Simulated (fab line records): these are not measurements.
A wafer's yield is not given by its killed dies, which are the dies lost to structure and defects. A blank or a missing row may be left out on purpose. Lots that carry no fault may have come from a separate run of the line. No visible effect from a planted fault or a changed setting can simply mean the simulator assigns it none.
Problem report in the 8D (eight disciplines) form, filled by code :: flow gf180mcu :: the parts of the form that need people (team, actions taken, sign-off) are left out

== 1. WHAT WENT WRONG ==
V2_CVD_02_THK at GF_V2_THK_MEAS_03 reads a mean of 813 nm on 1 wafer of 1 lot; wafers without a fault read 855 nm with a standard deviation of 9.9. Relative to the usual mean, that is a shift of -4.2 standard deviations.
Earliest sighting: wafer L413.5 on film metro-02 at day 24 17:14. The record has a number at this step for 36 wafers belonging to 12 lots. Rule for "out" (also "out of limits"): further than 4 standard deviations from the usual mean. The rest of the wafers with a number are treated as sound.

== 2. WHAT IT IS, AND WHAT IT ISN'T ==
question: which readings at this step
is: V2_CVD_02_THK
is not: -

question: which lots
is: L413
is not: L398, L399, L400, L401, L402, L408, L414, L415, L417, L419, L421

question: which wafers of those lots
is: L413.5
is not: L413.2, L413.4

question: read on which gauges
is: film metro-02
is not: film metro-01, film metro-04

question: when
is: from day 24 17:14
is not: up to then (20 sound wafers); but 15 sound wafers of L414, L415, L417, L419, L421 came after

== 3. SUSPECTS, AND WHAT RULES EACH OUT ==
Counting: any tool at a process step up to the reading remains a suspect provided it ran every lot that is out. Sound lots after the first of them don't rule it out here, since some wafers of a struck lot are sound.
- the gauge at GF_V2_THK_MEAS_03 has been ruled out. All the wafers that are out were read on film metro-02, but those of them that GF_V2_CVD_02 has rows for are out there too, on other tools.
- cvd w-01 at GF_V1_CVD_23 (deposits W, target thk 350 nm, time 105.05 s): kept. It processed L413, the lot that is out, at day 23 17:31, and its most recent sound lot before then was L408 at day 22 06:53.
- pvd sputter-04 at GF_M2_SPUTTER_01 (material TiN, target thk 30 nm, time 25 s): kept. It ran the lot that is out, L413 (day 23 18:21).
- pecvd-01 at GF_V2_CVD_02 (deposits SiO2 from TEOS, target thk 850 nm, time 94.851 s): kept. It processed L413, the lot that is out, at day 24 17:10, and its most recent sound lot before then was L408 at day 23 08:37. Out on those wafers are its own readings of rf fwd power W.
- Within pecvd-01 at GF_V2_CVD_02: the wafers that are out ran in chamber 1; their sound lot-mates ran in chambers 0, 2.
cvd w-01 at GF_V1_CVD_23, pvd sputter-04 at GF_M2_SPUTTER_01 and pecvd-01 at GF_V2_CVD_02 are what is left after counting.

== 4. THE CAUSE (what the simulator had put in) ==
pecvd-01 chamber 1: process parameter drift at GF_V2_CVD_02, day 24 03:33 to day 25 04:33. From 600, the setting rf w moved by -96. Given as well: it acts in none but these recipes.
3 suspects survive the count, and this tool is in that group.

== 5. THE EFFECT CHAIN, in route order ==
Each row: a reading whose mean over the struck wafers that have a number lies more than 3 standard deviations from the usual. Only readings whose record carries a usual standard deviation are examined. hours: median over the lots of the time between each lot's start at the first step of this table that gives one and its start at this step. sigmas: the change, counted in usual standard deviations.
hours: 0
step: GF_V2_CVD_02
reading: rf fwd power W
usual: 596.2 W
on struck wafers: 498.3
change: -97.9
sigmas: -49

hours: 0
step: GF_V2_THK_MEAS_03
reading: V2_CVD_02_THK
usual: 855 nm
on struck wafers: 813
change: -42
sigmas: -4.2

hours: 0
step: GF_V2_CMP_04
reading: time to endpoint s
usual: 83 s
on struck wafers: 67
change: -16
sigmas: -3.6
Its process steps:
- GF_V2_CVD_02: deposits SiO2 from TEOS, target thk 850 nm, time 94.851 s.
- GF_V2_CMP_04: polishes SiO2.

== 6. HOW IT WOULD HAVE BEEN CAUGHT EARLIER ==
In this record the first reading out of limits at a measuring or inspecting step was taken at day 24 17:14, 14 hours after the fault began at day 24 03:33.
Tool's own readings at GF_V2_CVD_02, rf fwd power W: out on all struck wafers the step has rows for; an alarm limit on them would have tripped on the first.
By day 24 17:14, every lot that is out (1) had started GF_V2_CVD_02 on pecvd-01. A hold on the tool at that time would have spared none of them.
